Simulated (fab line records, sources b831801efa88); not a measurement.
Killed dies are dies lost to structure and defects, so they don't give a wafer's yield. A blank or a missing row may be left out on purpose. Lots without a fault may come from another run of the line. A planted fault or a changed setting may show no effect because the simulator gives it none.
A struck lot beside a sound one | flow sky130 | 15 steps out of a route of 708
Sound: wafers L208.2, L208.3, L208.4. Struck: wafers L216.1, L216.3, L216.4. The cause comes at the end.
At each step with rows: each side's tool, then ch and its chambers, then its first start. Under that, the readings that differ: sound wafers | struck wafers | difference of the means | sigmas: that difference in standard deviations of wafers without a fault.
alike: readings whose means differ by less than 2 such deviations, and words and numbers that are the same on both sides. not compared: withheld readings, readings that some wafer has no value for, bounds like >300 that may hide the same value, and numbers for which the record gives no deviation and whose values overlap.
The two part at a step that has a row with sigmas, a row that says differs or no value, or rows on one side only. Numbers that don't overlap but have no deviation are shown without sigmas and don't part them. A reading that every wafer of one side lacks parts them only if that side has two wafers or more.

first, 1 step without rows for these wafers: SKY_VT_ADJUST_PCH_IMPLANT_08.
SKY_VT_ADJUST_PCH_STRIP_09: strips in O2/N2.
  sound on plasma_asher-03 ch 0,1, day 10 21:12; struck on plasma_asher-02 ch 0,1, day 13 05:54
  alike: drypump_motor_current_A, oes_product_au, strip_time_to_endpoint_s
  not compared: rf_hours_counter_h
SKY_VT_ADJUST_PCH_TW_MEAS_10:
  sound on film_metro-03, day 10 21:19; struck on film_metro-02, day 13 06:00
  alike: VT_ADJUST_PCH_TW
then, 7 steps without rows for these wafers: SKY_SONOS_TUNNEL_DEHYDRATE_00 (time 60 s); SKY_SONOS_TUNNEL_HMDS_01 (prime time 60 s); SKY_SONOS_TUNNEL_COAT_02 (resist thk 1140 nm); SKY_SONOS_TUNNEL_SOFTBAKE_03 (time 60 s); SKY_SONOS_TUNNEL_EXPOSE_04 (exposes mask TUNM, target cd 410 nm); SKY_SONOS_TUNNEL_PEB_05; SKY_SONOS_TUNNEL_DEVELOP_06 (develop time 60 s).
SKY_SONOS_TUNNEL_CD_MEAS_07: target cd 410 nm.
  sound on cd_sem-02, day 11 19:20; struck on cd_sem-02, day 14 07:37
  alike: cd_nm
SKY_SONOS_TUNNEL_OVL_MEAS_08:
  sound on overlay-02, day 11 19:26; struck on overlay-01, day 14 07:44
  alike: SONOS_TUNNEL_OVL
SKY_SONOS_TUNNEL_IMPLANT_09:
  sound on implanter-03 ch 0, day 11 19:30; struck on implanter-03 ch 0, day 14 07:46
  reading                   | sound                | struck               | difference | sigmas
  beam_energy_keV           | 19.990 20.002 19.987 | 20.795 20.793 20.787 | +0.799     | +99 or more
  model.implant.rp_nm (nm)  | 65.07 65.07 65.07    | 68.56 68.56 68.56    | +3.49      |
  model.implant.drp_nm (nm) | 28.34 28.34 28.34    | 29.21 29.21 29.21    | +0.87      |
then, 1 step without rows for these wafers: SKY_SONOS_TUNNEL_WET_ETCH_10 (etches SiO2 in dHF, target depth 14 nm, time 280 s).
-- the record jumps here: 34 days lie between the struck wafers' starts before and after (it left off in module SONOS_TUNNEL and takes up again in module PAD_OPEN, whose first step shown is number 708 of the route) --
SKY_PAD_OPEN_PROBE_99:
  sound on prober-01, day 46 05:50; struck on prober-01, day 48 04:23
  alike: killed_at_M0_to_M3, killed_at_M4_up, killed_at_contacts, killed_at_front_end, killed_at_other, killed_dies, killed_open, killed_short

WHERE THEY PART
Only at SKY_SONOS_TUNNEL_IMPLANT_09, within this record. Later steps at which nothing parts them and some readings are alike: SKY_PAD_OPEN_PROBE_99.

WHY: what the simulator had put in
Process parameter drift: implanter-03, from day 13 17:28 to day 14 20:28, at SKY_SONOS_TUNNEL_IMPLANT_09. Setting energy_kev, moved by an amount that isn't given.
